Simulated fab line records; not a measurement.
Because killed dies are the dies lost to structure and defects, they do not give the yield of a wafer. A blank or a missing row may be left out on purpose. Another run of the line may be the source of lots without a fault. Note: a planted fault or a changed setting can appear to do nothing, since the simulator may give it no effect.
Which tool did it?	flow sky130	39 wafers from 13 lots sampled at 4 of the route's 708 steps

## WHAT EACH GAUGE READ, for each wafer
SKY_CONTACT_THK_MEAS_26: measures by xrf. Usual: CONTACT_W_THK gives 348 nm (standard deviation 5.6).
lot	measured	on	CONTACT_W_THK (nm)	flag
L348	day 31 20:29	film metro-02	338 345 345	
L349	day 32 01:25	film metro-02	343 342 343	
L351	day 32 15:14	film metro-03	345 349 350	
L352	day 33 04:08	film metro-03	349 349 347	
L353	day 33 21:57	film metro-02	350 345 352	
L355	day 34 08:09	film metro-02	334 337 338	
L357	day 35 04:13	film metro-01	348 352 347	
L360	day 36 00:08	film metro-03	349 352 354	
L362	day 36 09:32	film metro-01	348 340 340	
L363	day 36 18:28	film metro-01	350 355 349	
L364	day 37 05:04	film metro-01	344 341 339	
L368	day 38 11:36	film metro-01	349 347 347	
L370	day 38 21:20	film metro-02	350 355 350	

SKY_METAL1_CD_MEAS_15 targets a cd of 140 nm. Usual: cd nm 140.4 nm, standard deviation 1.4.
lot	measured	on	cd nm (nm)	flag
L348	day 33 00:11	cd sem-02	142.6 140.9 141.8	
L349	day 33 04:49	cd sem-02	137.9 139.4 140.1	
L351	day 33 18:37	cd sem-01	141.1 142.0 141.3	
L352	day 34 07:04	cd sem-02	140.3 141.3 140.6	
L353	day 35 01:04	cd sem-02	139.2 139.6 138.8	
L355	day 35 11:22	cd sem-02	140.1 138.2 138.7	
L357	day 36 06:52	cd sem-01	139.7 139.1 139.9	
L360	day 37 02:22	cd sem-02	140.1 140.9 139.3	
L362	day 37 12:22	cd sem-02	137.4 139.4 138.9	
L363	day 37 20:28	cd sem-01	138.8 140.9 140.1	
L364	day 38 07:17	cd sem-02	141.8 139.8 141.6	
L368	day 39 13:30	cd sem-02	142.7 142.3 141.1	
L370	day 39 22:14	cd sem-01	137.5 137.8 140.7	

## WHICH TOOL RAN EACH LOT (tool, then ch and the chambers of the sampled wafers, then the start)
lot	SKY_SD_N_IMPLANT_10	SKY_LOCAL_INTERCONNECT_STRIP_15
L348	implanter-04 ch 0, day 28 03:17	plasma asher-01 ch 1, day 30 14:53
L349	implanter-03 ch 0, day 28 07:46	plasma asher-01 ch 1, day 30 19:02
L351	implanter-03 ch 0, day 28 23:52	plasma asher-01 ch 0,1, day 31 09:59
L352	implanter-01 ch 0, day 29 11:31	plasma asher-02 ch 0,1, day 31 21:41
L353	implanter-01 ch 0, day 30 07:31	plasma asher-01 ch 0,1, day 32 17:25
L355	implanter-01 ch 0, day 30 18:13	plasma asher-01 ch 0,1, day 33 03:30
L357	implanter-04 ch 0, day 31 13:52	plasma asher-02 ch 0,1, day 33 23:31
L360	implanter-01 ch 0, day 32 09:48	plasma asher-03 ch 0,1, day 34 18:59
L362	implanter-01 ch 0, day 32 19:58	plasma asher-02 ch 0,1, day 35 04:20
L363	implanter-03 ch 0, day 33 05:25	plasma asher-01 ch 0,1, day 35 13:35
L364	implanter-03 ch 0, day 33 17:29	plasma asher-02 ch 0,1, day 36 00:41
L368	implanter-01 ch 0, day 35 00:10	plasma asher-03 ch 0,1, day 37 07:50
L370	implanter-01 ch 0, day 35 10:44	plasma asher-02 ch 0,1, day 37 17:53
- SKY_SD_N_IMPLANT_10
- SKY_LOCAL_INTERCONNECT_STRIP_15: strips in O2/N2.

## AS READ BY THE TOOLS THEMSELVES (means over the sampled wafers that have a number; for cases with no such wafer, the mark the record gives instead)
SKY_SD_N_IMPLANT_10. Usual: beam energy keV 20.000, standard deviation 0.0061; end station pressure torr 5.42e-06 Torr, standard deviation 2.9e-07.
lot	tool	beam energy keV	end station pressure torr (Torr)	flag
L348	implanter-04	19.999	5.58e-06	
L349	implanter-03	19.992	5.34e-06	
L351	implanter-03	20.000	5.39e-06	
L352	implanter-01	20.014	5.29e-06	
L353	implanter-01	20.000	5.44e-06	
L355	implanter-01	20.001	5.19e-06	
L357	implanter-04	19.998	5.79e-06	
L360	implanter-01	19.998	5.51e-06	
L362	implanter-01	19.994	5.04e-06	
L363	implanter-03	20.000	5.38e-06	
L364	implanter-03	20.001	5.54e-06	
L368	implanter-01	19.327	5.50e-06	OFF
L370	implanter-01	19.320	5.54e-06	OFF

SKY_LOCAL_INTERCONNECT_STRIP_15. Usual: drypump motor current A 5.6 A, standard deviation 0.56; oes product au 0.427 a.u., standard deviation 0.0046; strip time to endpoint s 4.720 s, standard deviation 0.021.
lot	tool	drypump motor current A (A)	oes product au (a.u.)	strip time to endpoint s (s)	flag
L348	plasma asher-01	5.8	0.427	4.725	
L349	plasma asher-01	5.8	0.431	4.746	
L351	plasma asher-01	6.4	0.426	4.742	
L352	plasma asher-02	5.2	0.428	4.738	
L353	plasma asher-01	6.1	0.428	4.704	
L355	plasma asher-01	6.1	0.424	4.703	
L357	plasma asher-02	5.2	0.426	4.694	
L360	plasma asher-03	5.4	0.426	4.688	
L362	plasma asher-02	5.2	0.426	4.721	
L363	plasma asher-01	6.5	0.431	4.696	
L364	plasma asher-02	5.2	0.427	4.707	
L368	plasma asher-03	5.5	0.429	4.751	
L370	plasma asher-02	5.2	0.420	4.708	

## THE ANSWER, worked out from the rows above alone
Rule: lot off if the mean of its wafers having a number is beyond 3 standard deviations from the usual mean. Also off: a lot with no number at a reading for which 4 or more lots have one. The other lots that the step has rows for count as sound. First the gauges in route order, then the tools' own readings, where a lot's mean is used as printed above. The first step at which some lot is off is used, and at that step the reading that is off furthest; a lot without a number counts as furthest.
Off at SKY_SD_N_IMPLANT_10 (beam energy keV): L368, L370.
If a tool, at that step or one of the process steps before it, ran each lot that is off and ran no sound lot following the first of them, it fits. One candidate fits, namely implanter-01 at SKY_SD_N_IMPLANT_10. Its last sound lot is L362 (day 32 19:58), its first lot that is off L368 (day 35 00:10): a fault that began between those two fits.
The tool's own readings at SKY_SD_N_IMPLANT_10 bear it out: on the lots that are off they differ by more than 5 times the standard deviation of the sound lots' means. beam energy keV reads 19.324 there against 20.000 on the sound lots.

## WHAT THE SIMULATOR PUT IN
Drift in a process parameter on implanter-01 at SKY_SD_N_IMPLANT_10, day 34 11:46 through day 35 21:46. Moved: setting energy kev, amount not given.
Shown lots that were struck: L368, L370. The rule given above showed the same thing.
